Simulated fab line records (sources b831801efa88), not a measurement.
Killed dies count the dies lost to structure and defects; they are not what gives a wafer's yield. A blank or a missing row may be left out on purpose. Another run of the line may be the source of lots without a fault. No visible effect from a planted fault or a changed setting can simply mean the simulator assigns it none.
fab line records / flow sky130
record lots=7 wafers=21 last_day=50
route steps=708 shown METAL2@491
lots that met no fault: taken from a fault-free run of the same line
start_h: start of the lot's first displayed wafer, in hours after the record's first day / wait_h: hours from the lot's prior step to this one / " unchanged from the row above / L1.1+2: one row covering several wafers at once / - no value, or no start given / * or withheld: withheld / < > ~ a bound
route shown NAME@n: names a module that has steps shown in the file, with the first one's number in the route / usual: mean/standard deviation taken from wafers without a fault / same: alike in all rows / chamber/n: place in a boat / sites: readings site by site / _std_site: standard deviation of those values / _edge_site: outer sites' mean less inner sites' / radius_mm: how far each site lies from the wafer's centre / mask NAME#n: copy n / behind: the tool/chamber that last shaped the wafer / hold: what put the lot on hold/how long, in hours/how the hold closed / device: which transistor (n, p or np) failed to switch / end of line: tests run on the same wafers once the route is complete / a step without rows: its recipe alone / killed: count of dies lost to structure and defects at first sort (not the wafer's yield) / map: per-die view of a wafer (x killed, . not killed, _ where there is no die)
set.NAME: the run value of the setting; set.NAME@STEP: its run value at that earlier step / model.NAME: the simulator's own value behind a step, which no gauge read
a table for each step, a row for each wafer; lots at some steps of the route
services: from which hour (start_h, from the record's first day; less than 0 if before it) a tool's chamber was out of use, for how many hours, and why
## steps
# step SKY_METAL2_HMDS_08
# recipe prime_time_s=60 prime_temp_c=120
# step SKY_METAL2_COAT_09
# recipe resist=BARC temp_c=withheld time_s=withheld spin_rpm=3000 resist_thk_nm=60
# step SKY_METAL2_COAT_10
# recipe resist=KrF-thick spin_rpm=3000 resist_thk_nm=450
# step SKY_METAL2_SOFTBAKE_11
# recipe temp_c=101 time_s=90 resist=KrF-thick
# step SKY_METAL2_EXPOSE_12
# recipe mask_id=MM2 na=0.8 source_shape=annular sigma_inner=0.55 sigma_outer=0.85 target_cd_nm=140 dose_mj=28
# step SKY_METAL2_PEB_13
# recipe peb_temp_c=withheld peb_time_s=withheld resist=KrF-thick
# step SKY_METAL2_DEVELOP_14
# recipe develop_time_s=60 resist=KrF-thick dev_temp_c=21
# step SKY_METAL2_CD_MEAS_15
# recipe target_cd_nm=140
# usual cd_nm=139.9/1.6
lot.wafer=L782.1 tool=cd_sem-02 chamber=- start_h=843.49 wait_h=- cd_nm=142.6
lot.wafer=L782.5 tool=cd_sem-02 chamber=- start_h=843.49 wait_h=- cd_nm=140.5
lot.wafer=L782.6 tool=cd_sem-02 chamber=- start_h=843.49 wait_h=- cd_nm=142.5
lot.wafer=L787.1 tool=cd_sem-01 chamber=- start_h=865.48 wait_h=- cd_nm=138.8
lot.wafer=L787.3 tool=cd_sem-01 chamber=- start_h=865.48 wait_h=- cd_nm=137.9
lot.wafer=L787.5 tool=cd_sem-01 chamber=- start_h=865.48 wait_h=- cd_nm=138.2
lot.wafer=L797.1 tool=cd_sem-01 chamber=- start_h=956.04 wait_h=- cd_nm=139.3
lot.wafer=L797.2 tool=cd_sem-01 chamber=- start_h=956.04 wait_h=- cd_nm=138.7
lot.wafer=L797.3 tool=cd_sem-01 chamber=- start_h=956.04 wait_h=- cd_nm=139.1
lot.wafer=L799.1 tool=cd_sem-02 chamber=- start_h=957.18 wait_h=- cd_nm=137.9
lot.wafer=L799.2 tool=cd_sem-02 chamber=- start_h=957.18 wait_h=- cd_nm=138.8
lot.wafer=L799.3 tool=cd_sem-02 chamber=- start_h=957.18 wait_h=- cd_nm=139.9
lot.wafer=L796.1 tool=cd_sem-02 chamber=- start_h=957.48 wait_h=- cd_nm=140.6
lot.wafer=L796.3 tool=cd_sem-02 chamber=- start_h=957.48 wait_h=- cd_nm=139.4
lot.wafer=L796.6 tool=cd_sem-02 chamber=- start_h=957.48 wait_h=- cd_nm=140.4
lot.wafer=L803.2 tool=cd_sem-02 chamber=- start_h=995.85 wait_h=- cd_nm=139.2
lot.wafer=L803.3 tool=cd_sem-02 chamber=- start_h=995.85 wait_h=- cd_nm=140.2
lot.wafer=L803.6 tool=cd_sem-02 chamber=- start_h=995.85 wait_h=- cd_nm=140.4
lot.wafer=L804.3 tool=cd_sem-01 chamber=- start_h=999.27 wait_h=- cd_nm=141.3
lot.wafer=L804.4 tool=cd_sem-01 chamber=- start_h=999.27 wait_h=- cd_nm=141.5
lot.wafer=L804.6 tool=cd_sem-01 chamber=- start_h=999.27 wait_h=- cd_nm=142.6
# step SKY_METAL2_OVL_MEAS_16
# usual METAL2_OVL=4/5.2
lot.wafer=L782.1 tool=overlay-01 chamber=- start_h=843.61 wait_h=0.1 METAL2_OVL[nm]=11
lot.wafer=L782.5 tool=overlay-01 chamber=- start_h=843.61 wait_h=0.1 METAL2_OVL[nm]=11
lot.wafer=L782.6 tool=overlay-01 chamber=- start_h=843.61 wait_h=0.1 METAL2_OVL[nm]=7
lot.wafer=L787.1 tool=overlay-02 chamber=- start_h=865.60 wait_h=0.1 METAL2_OVL[nm]=4
lot.wafer=L787.3 tool=overlay-02 chamber=- start_h=865.60 wait_h=0.1 METAL2_OVL[nm]=4
lot.wafer=L787.5 tool=overlay-02 chamber=- start_h=865.60 wait_h=0.1 METAL2_OVL[nm]=1
lot.wafer=L797.1 tool=overlay-02 chamber=- start_h=956.16 wait_h=0.1 METAL2_OVL[nm]=1
lot.wafer=L797.2 tool=overlay-02 chamber=- start_h=956.16 wait_h=0.1 METAL2_OVL[nm]=6
lot.wafer=L797.3 tool=overlay-02 chamber=- start_h=956.16 wait_h=0.1 METAL2_OVL[nm]=3
lot.wafer=L799.1 tool=overlay-02 chamber=- start_h=957.30 wait_h=0.1 METAL2_OVL[nm]=-4
lot.wafer=L799.2 tool=overlay-02 chamber=- start_h=957.30 wait_h=0.1 METAL2_OVL[nm]=1
lot.wafer=L799.3 tool=overlay-02 chamber=- start_h=957.30 wait_h=0.1 METAL2_OVL[nm]=-5
lot.wafer=L796.1 tool=overlay-02 chamber=- start_h=957.60 wait_h=0.1 METAL2_OVL[nm]=2
lot.wafer=L796.3 tool=overlay-02 chamber=- start_h=957.60 wait_h=0.1 METAL2_OVL[nm]=-7
lot.wafer=L796.6 tool=overlay-02 chamber=- start_h=957.60 wait_h=0.1 METAL2_OVL[nm]=-1
lot.wafer=L803.2 tool=overlay-01 chamber=- start_h=995.96 wait_h=0.1 METAL2_OVL[nm]=4
lot.wafer=L803.3 tool=overlay-01 chamber=- start_h=995.96 wait_h=0.1 METAL2_OVL[nm]=-4
lot.wafer=L803.6 tool=overlay-01 chamber=- start_h=995.96 wait_h=0.1 METAL2_OVL[nm]=6
lot.wafer=L804.3 tool=overlay-02 chamber=- start_h=999.36 wait_h=0.1 METAL2_OVL[nm]=5
lot.wafer=L804.4 tool=overlay-02 chamber=- start_h=999.36 wait_h=0.1 METAL2_OVL[nm]=4
lot.wafer=L804.6 tool=overlay-02 chamber=- start_h=999.36 wait_h=0.1 METAL2_OVL[nm]=-1
# step SKY_METAL2_DESCUM_17
# recipe chemistry=O2 source_power_w=150 bias_power_w=0 pressure_mtorr=10 temp_c=40 time_s=8
# usual drypump_motor_current_A=5.8/0.43 oes_product_au=0.997/0.009
lot.wafer=L782.1 tool=rie_metal-02 chamber=1 start_h=843.64 wait_h=0.0 drypump_motor_current_A=6.0 oes_product_au=0.980 rf_hours_counter_h=11
lot.wafer=L782.5 tool=rie_metal-02 chamber=0 start_h=843.64 wait_h=0.0 drypump_motor_current_A=5.1 oes_product_au=0.995 rf_hours_counter_h=-
lot.wafer=L782.6 tool=rie_metal-02 chamber=1 start_h=843.64 wait_h=0.0 drypump_motor_current_A=6.0 oes_product_au=0.990 rf_hours_counter_h=-
lot.wafer=L787.1 tool=rie_metal-01 chamber=1 start_h=865.63 wait_h=0.0 drypump_motor_current_A=5.8 oes_product_au=0.995 rf_hours_counter_h=11
lot.wafer=L787.3 tool=rie_metal-01 chamber=1 start_h=865.63 wait_h=0.0 drypump_motor_current_A=5.8 oes_product_au=0.985 rf_hours_counter_h=-
lot.wafer=L787.5 tool=rie_metal-01 chamber=1 start_h=865.63 wait_h=0.0 drypump_motor_current_A=5.8 oes_product_au=0.992 rf_hours_counter_h=-
lot.wafer=L797.1 tool=rie_metal-04 chamber=0 start_h=956.20 wait_h=0.0 drypump_motor_current_A=6.4 oes_product_au=0.993 rf_hours_counter_h=1
lot.wafer=L797.2 tool=rie_metal-04 chamber=1 start_h=956.20 wait_h=0.0 drypump_motor_current_A=5.4 oes_product_au=0.989 rf_hours_counter_h=5
lot.wafer=L797.3 tool=rie_metal-04 chamber=1 start_h=956.20 wait_h=0.0 drypump_motor_current_A=5.4 oes_product_au=0.983 rf_hours_counter_h=-
lot.wafer=L799.1 tool=rie_metal-02 chamber=1 start_h=957.34 wait_h=0.0 drypump_motor_current_A=6.0 oes_product_au=0.986 rf_hours_counter_h=17
lot.wafer=L799.2 tool=rie_metal-02 chamber=0 start_h=957.34 wait_h=0.0 drypump_motor_current_A=5.1 oes_product_au=0.990 rf_hours_counter_h=21
lot.wafer=L799.3 tool=rie_metal-02 chamber=0 start_h=957.34 wait_h=0.0 drypump_motor_current_A=5.1 oes_product_au=0.996 rf_hours_counter_h=-
lot.wafer=L796.1 tool=rie_metal-02 chamber=1 start_h=957.63 wait_h=0.0 drypump_motor_current_A=5.9 oes_product_au=0.994 rf_hours_counter_h=17
lot.wafer=L796.3 tool=rie_metal-02 chamber=0 start_h=957.63 wait_h=0.0 drypump_motor_current_A=5.1 oes_product_au=1.003 rf_hours_counter_h=-
lot.wafer=L796.6 tool=rie_metal-02 chamber=1 start_h=957.63 wait_h=0.0 drypump_motor_current_A=6.0 oes_product_au=1.004 rf_hours_counter_h=-
lot.wafer=L803.2 tool=rie_metal-01 chamber=1 start_h=995.99 wait_h=0.0 drypump_motor_current_A=5.8 oes_product_au=0.996 rf_hours_counter_h=18
lot.wafer=L803.3 tool=rie_metal-01 chamber=0 start_h=995.99 wait_h=0.0 drypump_motor_current_A=5.9 oes_product_au=1.019 rf_hours_counter_h=-
lot.wafer=L803.6 tool=rie_metal-01 chamber=0 start_h=995.99 wait_h=0.0 drypump_motor_current_A=5.9 oes_product_au=0.993 rf_hours_counter_h=-
lot.wafer=L804.3 tool=rie_metal-04 chamber=0 start_h=999.39 wait_h=0.0 drypump_motor_current_A=6.3 oes_product_au=1.004 rf_hours_counter_h=-
lot.wafer=L804.4 tool=rie_metal-04 chamber=1 start_h=999.39 wait_h=0.0 drypump_motor_current_A=5.4 oes_product_au=1.000 rf_hours_counter_h=-
lot.wafer=L804.6 tool=rie_metal-04 chamber=0 start_h=999.39 wait_h=0.0 drypump_motor_current_A=6.3 oes_product_au=1.011 rf_hours_counter_h=-
# step SKY_METAL2_ETCH_18
# recipe chemistry=N2/H2 target=BARC ion_energy_ev=200 bias_w=100 pressure_mtorr=30 n2_flow_sccm=100 h2_flow_sccm=200 icp_w=500 stop_on=SiO2 time_s=45.9 target_depth_a=600
# usual drypump_motor_current_A=5.8/0.43 n2_flow_sccm=99.97/0.26 oes_product_au=0.855/0.0047 throttle_valve_pct=13.225/0.0092
lot.wafer=L782.1 tool=rie_metal-02 chamber=1 start_h=843.68 wait_h=0.0 drypump_motor_current_A=6.0 n2_flow_sccm=99.80 oes_product_au=0.840 rf_hours_counter_h=11 throttle_valve_pct=13.235
lot.wafer=L782.5 tool=rie_metal-02 chamber=0 start_h=843.68 wait_h=0.0 drypump_motor_current_A=5.1 n2_flow_sccm=99.69 oes_product_au=0.852 rf_hours_counter_h=- throttle_valve_pct=13.229
lot.wafer=L782.6 tool=rie_metal-02 chamber=1 start_h=843.68 wait_h=0.0 drypump_motor_current_A=5.9 n2_flow_sccm=100.37 oes_product_au=0.851 rf_hours_counter_h=- throttle_valve_pct=13.223
lot.wafer=L787.1 tool=rie_metal-01 chamber=1 start_h=865.66 wait_h=0.0 drypump_motor_current_A=5.8 n2_flow_sccm=99.83 oes_product_au=0.857 rf_hours_counter_h=11 throttle_valve_pct=13.218
lot.wafer=L787.3 tool=rie_metal-01 chamber=1 start_h=865.66 wait_h=0.0 drypump_motor_current_A=5.8 n2_flow_sccm=100.17 oes_product_au=0.855 rf_hours_counter_h=- throttle_valve_pct=13.223
lot.wafer=L787.5 tool=rie_metal-01 chamber=1 start_h=865.66 wait_h=0.0 drypump_motor_current_A=5.8 n2_flow_sccm=99.97 oes_product_au=0.845 rf_hours_counter_h=- throttle_valve_pct=13.217
lot.wafer=L797.1 tool=rie_metal-04 chamber=0 start_h=956.23 wait_h=0.0 drypump_motor_current_A=6.3 n2_flow_sccm=100.02 oes_product_au=0.849 rf_hours_counter_h=1 throttle_valve_pct=13.236
lot.wafer=L797.2 tool=rie_metal-04 chamber=1 start_h=956.23 wait_h=0.0 drypump_motor_current_A=5.4 n2_flow_sccm=100.17 oes_product_au=0.867 rf_hours_counter_h=5 throttle_valve_pct=13.232
lot.wafer=L797.3 tool=rie_metal-04 chamber=1 start_h=956.23 wait_h=0.0 drypump_motor_current_A=5.4 n2_flow_sccm=100.21 oes_product_au=0.860 rf_hours_counter_h=- throttle_valve_pct=13.213
lot.wafer=L799.1 tool=rie_metal-02 chamber=1 start_h=957.37 wait_h=0.0 drypump_motor_current_A=6.0 n2_flow_sccm=100.20 oes_product_au=0.851 rf_hours_counter_h=17 throttle_valve_pct=13.236
lot.wafer=L799.2 tool=rie_metal-02 chamber=0 start_h=957.37 wait_h=0.0 drypump_motor_current_A=5.1 n2_flow_sccm=99.90 oes_product_au=0.854 rf_hours_counter_h=21 throttle_valve_pct=13.237
lot.wafer=L799.3 tool=rie_metal-02 chamber=0 start_h=957.37 wait_h=0.0 drypump_motor_current_A=5.1 n2_flow_sccm=99.97 oes_product_au=0.851 rf_hours_counter_h=- throttle_valve_pct=13.232
lot.wafer=L796.1 tool=rie_metal-02 chamber=1 start_h=957.66 wait_h=0.0 drypump_motor_current_A=6.0 n2_flow_sccm=99.75 oes_product_au=0.859 rf_hours_counter_h=17 throttle_valve_pct=13.218
lot.wafer=L796.3 tool=rie_metal-02 chamber=0 start_h=957.66 wait_h=0.0 drypump_motor_current_A=5.1 n2_flow_sccm=99.67 oes_product_au=0.857 rf_hours_counter_h=- throttle_valve_pct=13.218
lot.wafer=L796.6 tool=rie_metal-02 chamber=1 start_h=957.66 wait_h=0.0 drypump_motor_current_A=6.0 n2_flow_sccm=99.69 oes_product_au=0.865 rf_hours_counter_h=- throttle_valve_pct=13.232
lot.wafer=L803.2 tool=rie_metal-01 chamber=1 start_h=996.02 wait_h=0.0 drypump_motor_current_A=5.8 n2_flow_sccm=99.98 oes_product_au=0.850 rf_hours_counter_h=18 throttle_valve_pct=13.219
lot.wafer=L803.3 tool=rie_metal-01 chamber=0 start_h=996.02 wait_h=0.0 drypump_motor_current_A=6.0 n2_flow_sccm=100.14 oes_product_au=0.855 rf_hours_counter_h=- throttle_valve_pct=13.205
lot.wafer=L803.6 tool=rie_metal-01 chamber=0 start_h=996.02 wait_h=0.0 drypump_motor_current_A=5.9 n2_flow_sccm=99.87 oes_product_au=0.854 rf_hours_counter_h=- throttle_valve_pct=13.221
lot.wafer=L804.3 tool=rie_metal-04 chamber=0 start_h=999.44 wait_h=0.0 drypump_motor_current_A=6.3 n2_flow_sccm=99.98 oes_product_au=0.859 rf_hours_counter_h=- throttle_valve_pct=13.226
lot.wafer=L804.4 tool=rie_metal-04 chamber=1 start_h=999.44 wait_h=0.0 drypump_motor_current_A=5.4 n2_flow_sccm=99.85 oes_product_au=0.853 rf_hours_counter_h=- throttle_valve_pct=13.225
lot.wafer=L804.6 tool=rie_metal-04 chamber=0 start_h=999.44 wait_h=0.0 drypump_motor_current_A=6.3 n2_flow_sccm=99.94 oes_product_au=0.850 rf_hours_counter_h=- throttle_valve_pct=13.225
# step SKY_METAL2_METAL_ETCH_19
# recipe target_depth_a=3600 stop_on=SiO2 over_etch_frac=0.3 time_s=78 chemistry=Cl2/BCl3 resist_sidewall_deg=88 pressure_mtorr=10 icp_w=900 bias_w=48.5 Cl2_flow_sccm=60 bcl3_flow_sccm=30
# usual drypump_motor_current_A=5.8/0.43 oes_product_au=0.854/0.0053 throttle_valve_pct=22.264/0.0085
lot.wafer=L782.1 tool=rie_metal-02 chamber=1 start_h=843.74 wait_h=0.0 drypump_motor_current_A=5.9 oes_product_au=0.857 rf_hours_counter_h=11 throttle_valve_pct=22.264
lot.wafer=L782.5 tool=rie_metal-02 chamber=0 start_h=843.74 wait_h=0.0 drypump_motor_current_A=5.1 oes_product_au=0.852 rf_hours_counter_h=- throttle_valve_pct=22.254
lot.wafer=L782.6 tool=rie_metal-02 chamber=1 start_h=843.74 wait_h=0.0 drypump_motor_current_A=5.9 oes_product_au=0.850 rf_hours_counter_h=- throttle_valve_pct=22.260
lot.wafer=L787.1 tool=rie_metal-01 chamber=1 start_h=865.73 wait_h=0.0 drypump_motor_current_A=5.8 oes_product_au=0.857 rf_hours_counter_h=11 throttle_valve_pct=22.269
lot.wafer=L787.3 tool=rie_metal-01 chamber=1 start_h=865.73 wait_h=0.0 drypump_motor_current_A=5.8 oes_product_au=0.858 rf_hours_counter_h=- throttle_valve_pct=22.265
lot.wafer=L787.5 tool=rie_metal-01 chamber=1 start_h=865.73 wait_h=0.0 drypump_motor_current_A=5.8 oes_product_au=0.848 rf_hours_counter_h=- throttle_valve_pct=22.253
lot.wafer=L797.1 tool=rie_metal-04 chamber=0 start_h=956.29 wait_h=0.0 drypump_motor_current_A=6.3 oes_product_au=0.850 rf_hours_counter_h=1 throttle_valve_pct=22.257
lot.wafer=L797.2 tool=rie_metal-04 chamber=1 start_h=956.29 wait_h=0.0 drypump_motor_current_A=5.4 oes_product_au=0.852 rf_hours_counter_h=5 throttle_valve_pct=22.267
lot.wafer=L797.3 tool=rie_metal-04 chamber=1 start_h=956.29 wait_h=0.0 drypump_motor_current_A=5.4 oes_product_au=0.849 rf_hours_counter_h=- throttle_valve_pct=22.251
lot.wafer=L799.1 tool=rie_metal-02 chamber=1 start_h=957.43 wait_h=0.0 drypump_motor_current_A=6.0 oes_product_au=0.855 rf_hours_counter_h=17 throttle_valve_pct=22.260
lot.wafer=L799.2 tool=rie_metal-02 chamber=0 start_h=957.43 wait_h=0.0 drypump_motor_current_A=5.1 oes_product_au=0.847 rf_hours_counter_h=21 throttle_valve_pct=22.273
lot.wafer=L799.3 tool=rie_metal-02 chamber=0 start_h=957.43 wait_h=0.0 drypump_motor_current_A=5.1 oes_product_au=0.862 rf_hours_counter_h=- throttle_valve_pct=22.271
lot.wafer=L796.1 tool=rie_metal-02 chamber=1 start_h=957.73 wait_h=0.0 drypump_motor_current_A=6.0 oes_product_au=0.852 rf_hours_counter_h=17 throttle_valve_pct=22.256
lot.wafer=L796.3 tool=rie_metal-02 chamber=0 start_h=957.73 wait_h=0.0 drypump_motor_current_A=5.1 oes_product_au=0.860 rf_hours_counter_h=- throttle_valve_pct=22.264
lot.wafer=L796.6 tool=rie_metal-02 chamber=1 start_h=957.73 wait_h=0.0 drypump_motor_current_A=5.9 oes_product_au=0.854 rf_hours_counter_h=- throttle_valve_pct=22.255
lot.wafer=L803.2 tool=rie_metal-01 chamber=1 start_h=996.08 wait_h=0.0 drypump_motor_current_A=5.8 oes_product_au=0.859 rf_hours_counter_h=18 throttle_valve_pct=22.275
lot.wafer=L803.3 tool=rie_metal-01 chamber=0 start_h=996.08 wait_h=0.0 drypump_motor_current_A=5.9 oes_product_au=0.849 rf_hours_counter_h=- throttle_valve_pct=22.291
lot.wafer=L803.6 tool=rie_metal-01 chamber=0 start_h=996.08 wait_h=0.0 drypump_motor_current_A=6.0 oes_product_au=0.852 rf_hours_counter_h=- throttle_valve_pct=22.261
lot.wafer=L804.3 tool=rie_metal-04 chamber=0 start_h=999.51 wait_h=0.1 drypump_motor_current_A=6.3 oes_product_au=0.850 rf_hours_counter_h=- throttle_valve_pct=22.262
lot.wafer=L804.4 tool=rie_metal-04 chamber=1 start_h=999.51 wait_h=0.1 drypump_motor_current_A=5.4 oes_product_au=0.845 rf_hours_counter_h=- throttle_valve_pct=22.270
lot.wafer=L804.6 tool=rie_metal-04 chamber=0 start_h=999.51 wait_h=0.1 drypump_motor_current_A=6.3 oes_product_au=0.857 rf_hours_counter_h=- throttle_valve_pct=22.270
# step SKY_METAL2_STRIP_20
# recipe chemistry=O2/N2 power_w=1400 pressure_mtorr=1500 platen_temp_c=withheld o2_flow_sccm=3000 n2_flow_sccm=300 overash_fraction=0.5
# usual chamber_pressure_mTorr=1500.1/1.4 drypump_motor_current_A=6.0/0.36 n2_flow_sccm=300.1/0.82 o2_flow_sccm=3002/9.5 oes_product_au=0.343/0.0049 strip_time_to_endpoint_s=2.70/0.043
lot.wafer=L782.1 tool=plasma_asher-04 chamber=0 start_h=843.83 wait_h=0.1 chamber_pressure_mTorr=1502.1 drypump_motor_current_A=6.2 n2_flow_sccm=300.7 o2_flow_sccm=3003 oes_product_au=0.348 rf_hours_counter_h=40 strip_time_to_endpoint_s=2.70 model.KrF-thick_of_METAL2_COAT_10.thk_nm=0
lot.wafer=L782.5 tool=plasma_asher-04 chamber=0 start_h=843.83 wait_h=0.1 chamber_pressure_mTorr=1500.0 drypump_motor_current_A=6.2 n2_flow_sccm=299.1 o2_flow_sccm=3002 oes_product_au=0.355 rf_hours_counter_h=- strip_time_to_endpoint_s=2.70 model.KrF-thick_of_METAL2_COAT_10.thk_nm=0
lot.wafer=L782.6 tool=plasma_asher-04 chamber=1 start_h=843.83 wait_h=0.1 chamber_pressure_mTorr=1499.2 drypump_motor_current_A=6.2 n2_flow_sccm=301.2 o2_flow_sccm=3007 oes_product_au=0.347 rf_hours_counter_h=- strip_time_to_endpoint_s=2.70 model.KrF-thick_of_METAL2_COAT_10.thk_nm=0
lot.wafer=L787.1 tool=plasma_asher-01 chamber=0 start_h=865.82 wait_h=0.1 chamber_pressure_mTorr=1500.7 drypump_motor_current_A=5.4 n2_flow_sccm=299.9 o2_flow_sccm=2992 oes_product_au=0.340 rf_hours_counter_h=11 strip_time_to_endpoint_s=2.69 model.KrF-thick_of_METAL2_COAT_10.thk_nm=0
lot.wafer=L787.3 tool=plasma_asher-01 chamber=1 start_h=865.82 wait_h=0.1 chamber_pressure_mTorr=1500.9 drypump_motor_current_A=5.9 n2_flow_sccm=300.5 o2_flow_sccm=2995 oes_product_au=0.340 rf_hours_counter_h=- strip_time_to_endpoint_s=2.66 model.KrF-thick_of_METAL2_COAT_10.thk_nm=0
lot.wafer=L787.5 tool=plasma_asher-01 chamber=1 start_h=865.82 wait_h=0.1 chamber_pressure_mTorr=1501.7 drypump_motor_current_A=5.9 n2_flow_sccm=299.9 o2_flow_sccm=3006 oes_product_au=0.344 rf_hours_counter_h=- strip_time_to_endpoint_s=2.70 model.KrF-thick_of_METAL2_COAT_10.thk_nm=0
lot.wafer=L797.1 tool=plasma_asher-03 chamber=1 start_h=956.38 wait_h=0.1 chamber_pressure_mTorr=- drypump_motor_current_A=- n2_flow_sccm=- o2_flow_sccm=- oes_product_au=- rf_hours_counter_h=- strip_time_to_endpoint_s=- model.KrF-thick_of_METAL2_COAT_10.thk_nm=161.3
lot.wafer=L797.2 tool=plasma_asher-03 chamber=0 start_h=956.38 wait_h=0.1 chamber_pressure_mTorr=- drypump_motor_current_A=- n2_flow_sccm=- o2_flow_sccm=- oes_product_au=- rf_hours_counter_h=- strip_time_to_endpoint_s=- model.KrF-thick_of_METAL2_COAT_10.thk_nm=167.7
lot.wafer=L797.3 tool=plasma_asher-03 chamber=0 start_h=956.38 wait_h=0.1 chamber_pressure_mTorr=- drypump_motor_current_A=- n2_flow_sccm=- o2_flow_sccm=- oes_product_au=- rf_hours_counter_h=- strip_time_to_endpoint_s=- model.KrF-thick_of_METAL2_COAT_10.thk_nm=166.9
lot.wafer=L799.1 tool=plasma_asher-03 chamber=0 start_h=957.52 wait_h=0.1 chamber_pressure_mTorr=- drypump_motor_current_A=- n2_flow_sccm=- o2_flow_sccm=- oes_product_au=- rf_hours_counter_h=- strip_time_to_endpoint_s=- model.KrF-thick_of_METAL2_COAT_10.thk_nm=161.6
lot.wafer=L799.2 tool=plasma_asher-03 chamber=1 start_h=957.52 wait_h=0.1 chamber_pressure_mTorr=- drypump_motor_current_A=- n2_flow_sccm=- o2_flow_sccm=- oes_product_au=- rf_hours_counter_h=- strip_time_to_endpoint_s=- model.KrF-thick_of_METAL2_COAT_10.thk_nm=159.4
lot.wafer=L799.3 tool=plasma_asher-03 chamber=1 start_h=957.52 wait_h=0.1 chamber_pressure_mTorr=- drypump_motor_current_A=- n2_flow_sccm=- o2_flow_sccm=- oes_product_au=- rf_hours_counter_h=- strip_time_to_endpoint_s=- model.KrF-thick_of_METAL2_COAT_10.thk_nm=159.2
lot.wafer=L796.1 tool=plasma_asher-04 chamber=0 start_h=957.82 wait_h=0.1 chamber_pressure_mTorr=- drypump_motor_current_A=- n2_flow_sccm=- o2_flow_sccm=- oes_product_au=- rf_hours_counter_h=- strip_time_to_endpoint_s=- model.KrF-thick_of_METAL2_COAT_10.thk_nm=160.9
lot.wafer=L796.3 tool=plasma_asher-04 chamber=0 start_h=957.82 wait_h=0.1 chamber_pressure_mTorr=- drypump_motor_current_A=- n2_flow_sccm=- o2_flow_sccm=- oes_product_au=- rf_hours_counter_h=- strip_time_to_endpoint_s=- model.KrF-thick_of_METAL2_COAT_10.thk_nm=157.9
lot.wafer=L796.6 tool=plasma_asher-04 chamber=0 start_h=957.82 wait_h=0.1 chamber_pressure_mTorr=- drypump_motor_current_A=- n2_flow_sccm=- o2_flow_sccm=- oes_product_au=- rf_hours_counter_h=- strip_time_to_endpoint_s=- model.KrF-thick_of_METAL2_COAT_10.thk_nm=159.5
lot.wafer=L803.2 tool=plasma_asher-03 chamber=0 start_h=996.17 wait_h=0.1 chamber_pressure_mTorr=1502.3 drypump_motor_current_A=6.5 n2_flow_sccm=298.7 o2_flow_sccm=2994 oes_product_au=0.349 rf_hours_counter_h=119 strip_time_to_endpoint_s=2.75 model.KrF-thick_of_METAL2_COAT_10.thk_nm=0
lot.wafer=L803.3 tool=plasma_asher-03 chamber=1 start_h=996.17 wait_h=0.1 chamber_pressure_mTorr=1498.8 drypump_motor_current_A=5.9 n2_flow_sccm=300.9 o2_flow_sccm=3005 oes_product_au=0.342 rf_hours_counter_h=- strip_time_to_endpoint_s=2.66 model.KrF-thick_of_METAL2_COAT_10.thk_nm=0
lot.wafer=L803.6 tool=plasma_asher-03 chamber=1 start_h=996.17 wait_h=0.1 chamber_pressure_mTorr=1498.5 drypump_motor_current_A=6.0 n2_flow_sccm=299.5 o2_flow_sccm=3012 oes_product_au=0.344 rf_hours_counter_h=- strip_time_to_endpoint_s=2.65 model.KrF-thick_of_METAL2_COAT_10.thk_nm=0
lot.wafer=L804.3 tool=plasma_asher-01 chamber=0 start_h=999.60 wait_h=0.1 chamber_pressure_mTorr=1499.1 drypump_motor_current_A=5.4 n2_flow_sccm=300.3 o2_flow_sccm=2994 oes_product_au=0.343 rf_hours_counter_h=- strip_time_to_endpoint_s=2.69 model.KrF-thick_of_METAL2_COAT_10.thk_nm=0
lot.wafer=L804.4 tool=plasma_asher-01 chamber=1 start_h=999.60 wait_h=0.1 chamber_pressure_mTorr=1498.9 drypump_motor_current_A=5.9 n2_flow_sccm=300.5 o2_flow_sccm=3010 oes_product_au=0.341 rf_hours_counter_h=- strip_time_to_endpoint_s=2.70 model.KrF-thick_of_METAL2_COAT_10.thk_nm=0
lot.wafer=L804.6 tool=plasma_asher-01 chamber=0 start_h=999.60 wait_h=0.1 chamber_pressure_mTorr=1500.7 drypump_motor_current_A=5.4 n2_flow_sccm=300.8 o2_flow_sccm=3004 oes_product_au=0.344 rf_hours_counter_h=- strip_time_to_endpoint_s=2.68 model.KrF-thick_of_METAL2_COAT_10.thk_nm=0
# step SKY_METAL2_STRIP_21
# recipe chemistry=post_etch_residue_remover time_s=1200 temp_c=72.5
## services
tool=plasma_asher-04 chamber=- start_h=840.38 hours=3.2 kind=repair
tool=rie_metal-04 chamber=1 start_h=851.17 hours=20.0 kind=repair
tool=plasma_asher-03 chamber=- start_h=868.46 hours=1.5 kind=repair
tool=plasma_asher-01 chamber=- start_h=887.01 hours=5.1 kind=repair
tool=rie_metal-01 chamber=- start_h=921.33 hours=2.8 kind=pm
tool=rie_metal-04 chamber=0 start_h=925.43 hours=- kind=clean
tool=rie_metal-04 chamber=0 start_h=925.43 hours=14.3 kind=scheduled_down
tool=rie_metal-04 chamber=0 start_h=925.43 hours=14.3 kind=vent_cycle
tool=rie_metal-01 chamber=0 start_h=934.17 hours=15.7 kind=repair
tool=plasma_asher-01 chamber=- start_h=938.58 hours=1.5 kind=repair
tool=rie_metal-02 chamber=- start_h=960.59 hours=2.8 kind=pm
tool=plasma_asher-03 chamber=- start_h=962.74 hours=0.6 kind=repair
tool=rie_metal-04 chamber=0 start_h=978.23 hours=7.5 kind=repair
tool=plasma_asher-01 chamber=- start_h=981.27 hours=4.0 kind=pm
tool=plasma_asher-03 chamber=- start_h=986.19 hours=2.8 kind=pm
## key
first_sign step=SKY_METAL2_STRIP_20 reading=tool_record direction=missing
effect none on later readings
model_effect step=SKY_METAL2_STRIP_20 value=KrF-thick_of_METAL2_COAT_10.thk_nm without=0 struck=161.6
met_at SKY_METAL2_STRIP_20
struck_wafers L796.1,L796.3,L796.6,L797.1,L797.2,L797.3,L799.1,L799.2,L799.3
later_rows_left_out L796.1,L796.3,L796.6,L797.1,L797.2,L797.3,L799.1,L799.2,L799.3
sort_left_out L796.1,L796.3,L796.6,L797.1,L797.2,L797.3,L799.1,L799.2,L799.3
onset_between 843.83 956.38
fault kind=skipped_step_whole tool=plasma_asher-03,plasma_asher-04 chamber=- onset_h=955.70 steps=SKY_METAL2_STRIP_20 scope=struck_lots_only
# sort_left_out: the simulated sort isn't trusted on such a fault, so these wafers' sort isn't shown, and their yield isn't known
# later_rows_left_out: the simulator's readings of these wafers behind a module that went badly wrong aren't trusted and aren't shown, but for the sort
